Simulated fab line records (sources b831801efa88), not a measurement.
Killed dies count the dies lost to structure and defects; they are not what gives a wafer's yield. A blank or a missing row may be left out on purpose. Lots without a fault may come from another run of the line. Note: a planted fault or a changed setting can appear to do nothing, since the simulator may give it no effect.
Matching of chambers    flow sky130    SKY_CONTACT_HDPCVD_02 on hdpcvd-02: 3 sister chambers
The step deposits SiO2, target thk 565 nm, time 94.2 s. 6 wafers are shown with their chamber, then 8 later ones without.

EACH WAFER AND ITS CHAMBER
wafer   chamber  runLengthS (s)
L507.4  0        121.7
L509.1  0        122.4
L509.6  2        122.5
L511.4  2        123.2
L511.5  1        122.6
L512.1  1        121.8

WAFERS WITH NO CHAMBER GIVEN
wafer   runLengthS (s)
L512.2  121.6
L512.4  122.0
L526.1  122.2
L526.3  121.9
L526.4  122.3
L528.1  122.5
L528.2  121.6
L528.6  122.3

WHICH CHAMBER EACH WENT THROUGH
wafer   from the rows above           in truth
L512.2  can't be placed: 0 or 1 or 2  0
L512.4  can't be placed: 0 or 1 or 2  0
L526.1  can't be placed: 1 or 0 or 2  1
L526.3  can't be placed: 0 or 1 or 2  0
L526.4  can't be placed: 1 or 0 or 2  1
L528.1  can't be placed: 1 or 2 or 0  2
L528.2  can't be placed: 0 or 1 or 2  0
L528.6  can't be placed: 1 or 0 or 2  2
Correct placement for 0 of the 8. Unplaceable from these rows: 8, with the true chamber sitting among the candidates in 8. Placed wrongly: 0.
How it was worked out, from the rows above alone: a wafer's distance from a chamber is the root of the sum, over the readings, of the square of ((its reading less the chamber's mean) divided by the reading's scatter). If the next closest chamber is less than 2 further off than the closest, the wafer can't be placed; otherwise it belongs to the closest. Each chamber's mean is taken over the wafers shown for it. The scatter: take each reading less its chamber's mean, square it, sum over the shown wafers, divide by the number of wafers less the number of chambers, and take the root.
